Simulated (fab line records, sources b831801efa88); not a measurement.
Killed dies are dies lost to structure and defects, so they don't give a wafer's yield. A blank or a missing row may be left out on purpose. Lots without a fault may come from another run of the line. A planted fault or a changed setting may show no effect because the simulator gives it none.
Tool commonality check | flow sky130 | 11 lots, 39 wafers sampled

WHY IT WAS OPENED
At SKY_RES_XHIGH_TW_MEAS_09 the reading RES_XHIGH_TW is flagged on 2 of 11 lots. Wafers without a fault read 1657, standard deviation 13.
Rule: a lot is flagged when every wafer of it that has a number lies more than 4 standard deviations from that mean, or none has a number. The other lots count as sound.

lot  | measured     | on            | RES_XHIGH_TW, wafer by wafer  | flag
L946 | day 27 09:55 | film_metro-01 | 1649 1650 1654                |
L945 | day 27 12:44 | film_metro-03 | 1618 1639 1631                |
L947 | day 27 23:52 | film_metro-02 | 1661 1655 1663                |
L949 | day 28 13:26 | film_metro-02 | 1673 1671 1677                |
L952 | day 29 06:42 | film_metro-02 | 1670 1671 1679                |
L956 | day 30 16:10 | film_metro-01 | 1660 1660 1652                |
L962 | day 32 19:50 | film_metro-01 | 1536 1538 1535 1540 1526 1537 | FLAGGED
L964 | day 32 20:26 | film_metro-01 | 1532 1532 1534 1534 1539 1531 | FLAGGED
L965 | day 33 07:52 | film_metro-03 | 1648 1635 1646                |
L967 | day 34 07:07 | film_metro-03 | 1643 1641 1628                |
L968 | day 34 19:15 | film_metro-01 | 1655 1653 1654                |
The numbers of the flagged lots are 1534 on average: -122 against the usual, or -9 standard deviations.

WHICH TOOL RAN EACH LOT
The record holds 2 process steps before the reading, out of a route of 708 steps. In each cell: the tool, then ch and the chambers that the sampled wafers went through, then the start.
lot  | flag    | SKY_RES_XHIGH_IMPLANT_07        | SKY_RES_XHIGH_STRIP_08
L946 |         | implanter-04 ch 0, day 27 09:43 | plasma_asher-03 ch 0,1, day 27 09:49
L945 |         | implanter-01 ch 0, day 27 12:29 | plasma_asher-04 ch 0,1, day 27 12:37
L947 |         | implanter-04 ch 0, day 27 23:37 | plasma_asher-04 ch 0,1, day 27 23:46
L949 |         | implanter-02 ch 0, day 28 13:11 | plasma_asher-04 ch 0,1, day 28 13:20
L952 |         | implanter-04 ch 0, day 29 06:29 | plasma_asher-02 ch 0,1, day 29 06:36
L956 |         | implanter-02 ch 0, day 30 15:55 | plasma_asher-04 ch 0,1, day 30 16:04
L962 | FLAGGED | implanter-02 ch 0, day 32 19:35 | plasma_asher-02 ch 1, day 32 19:44
L964 | FLAGGED | implanter-02 ch 0, day 32 20:11 | plasma_asher-02 ch 0,1, day 32 20:20
L965 |         | implanter-01 ch 0, day 33 07:37 | plasma_asher-02 ch 0,1, day 33 07:46
L967 |         | implanter-04 ch 0, day 34 06:52 | plasma_asher-02 ch 0,1, day 34 07:01
L968 |         | implanter-04 ch 0, day 34 19:02 | plasma_asher-04 ch 0,1, day 34 19:10
What these steps do:
- SKY_RES_XHIGH_IMPLANT_07
- SKY_RES_XHIGH_STRIP_08: strips in O2/N2.
- SKY_RES_XHIGH_TW_MEAS_09

FLAGGED OVER TOTAL, TOOL BY TOOL (the gauges that took the reading come last)
step                     | tool            | lots run | flagged | share of the flagged lots | sound lots run after its first flagged lot
SKY_RES_XHIGH_IMPLANT_07 | implanter-01    | 2        | 0       | none                      | -
SKY_RES_XHIGH_IMPLANT_07 | implanter-02    | 4        | 2       | all                       | 0
SKY_RES_XHIGH_IMPLANT_07 | implanter-04    | 5        | 0       | none                      | -
SKY_RES_XHIGH_STRIP_08   | plasma_asher-02 | 5        | 2       | all                       | 2 (L965,L967)
SKY_RES_XHIGH_STRIP_08   | plasma_asher-03 | 1        | 0       | none                      | -
SKY_RES_XHIGH_STRIP_08   | plasma_asher-04 | 5        | 0       | none                      | -
SKY_RES_XHIGH_TW_MEAS_09 | film_metro-01   | 5        | 2       | all                       | 1 (L968)
SKY_RES_XHIGH_TW_MEAS_09 | film_metro-02   | 3        | 0       | none                      | -
SKY_RES_XHIGH_TW_MEAS_09 | film_metro-03   | 3        | 0       | none                      | -

WHAT THE TABLE ALLOWS
3 rows of the table ran every flagged lot: implanter-02 at SKY_RES_XHIGH_IMPLANT_07, plasma_asher-02 at SKY_RES_XHIGH_STRIP_08, film_metro-01 at SKY_RES_XHIGH_TW_MEAS_09.
- implanter-02 at SKY_RES_XHIGH_IMPLANT_07: 2 of its 4 lots flagged. Its last sound lot is L956 (day 30 15:55), its first flagged lot L962 (day 32 19:35): a fault that began between those two fits. Its own readings lie more than 4 standard deviations out on every wafer of the flagged lots: beam_on_s, faraday_current_uA.
- plasma_asher-02 at SKY_RES_XHIGH_STRIP_08: 2 of its 5 lots flagged. Sound lots ran on it after the first flagged one (L965, L967), which a lasting fault on the whole tool wouldn't allow.
- film_metro-01 at SKY_RES_XHIGH_TW_MEAS_09: 2 of its 5 lots flagged. Sound lots ran on it after the first flagged one (L968), which a lasting fault on the whole tool wouldn't allow.
One tool is left: implanter-02 at SKY_RES_XHIGH_IMPLANT_07.

WHAT THE SIMULATOR HAD PUT IN
Process parameter drift: implanter-02, from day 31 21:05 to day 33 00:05, at SKY_RES_XHIGH_IMPLANT_07. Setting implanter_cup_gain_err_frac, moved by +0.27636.
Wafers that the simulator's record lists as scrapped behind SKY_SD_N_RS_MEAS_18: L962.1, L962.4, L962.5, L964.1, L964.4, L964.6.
Lots struck among those shown: L962, L964. The rule above found the same.
